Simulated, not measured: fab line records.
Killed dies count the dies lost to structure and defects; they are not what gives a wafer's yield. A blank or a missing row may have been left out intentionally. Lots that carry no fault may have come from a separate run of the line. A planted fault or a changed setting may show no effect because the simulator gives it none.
Chamber matching -- flow gf180mcu -- 3 sister chambers for GF_CONTACT_CVD_02 on pecvd-02
The step deposits SiO2 from TEOS, target thk 860 nm, time 95.992 s. 3 wafers are shown with their chamber, then 8 later ones without.

## WAFERS PAIRED WITH THEIR CHAMBERS
wafer,chamber,heaterPowerW (W)
L090.4,1,558
L090.6,2,911
L094.1,0,715

## WAFERS MISSING THEIR CHAMBER
wafer,heaterPowerW (W)
L094.2,814
L094.4,857
L095.1,579
L095.2,769
L095.3,572
L096.2,879
L096.3,670
L096.6,900

## WHICH CHAMBER EACH ONE RAN IN
wafer,from the rows above,in truth
L094.2,can't be placed: 2 or 0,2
L094.4,can't be placed: 2 or 0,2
L095.1,1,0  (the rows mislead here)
L095.2,can't be placed: 0 or 2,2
L095.3,1,1
L096.2,2,2
L096.3,can't be placed: 0 or 1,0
L096.6,2,2
Placed correctly: 3 of 8. Not placeable from these rows: 4 (in 4, the candidates include the true chamber). Number placed wrongly: 1.
How it was worked out, from the rows above alone: a wafer's distance from a chamber is the root of the sum, over the readings, of the square of ((its reading less the chamber's mean) divided by the reading's scatter). If the next closest chamber is less than 2 further off than the closest, the wafer can't be placed; otherwise it belongs to the closest. The mean given for a chamber averages the wafers shown for that chamber. The scatter: with one shown wafer a chamber, the root of the mean of the squares of how far each hidden wafer lies from its nearest shown one.
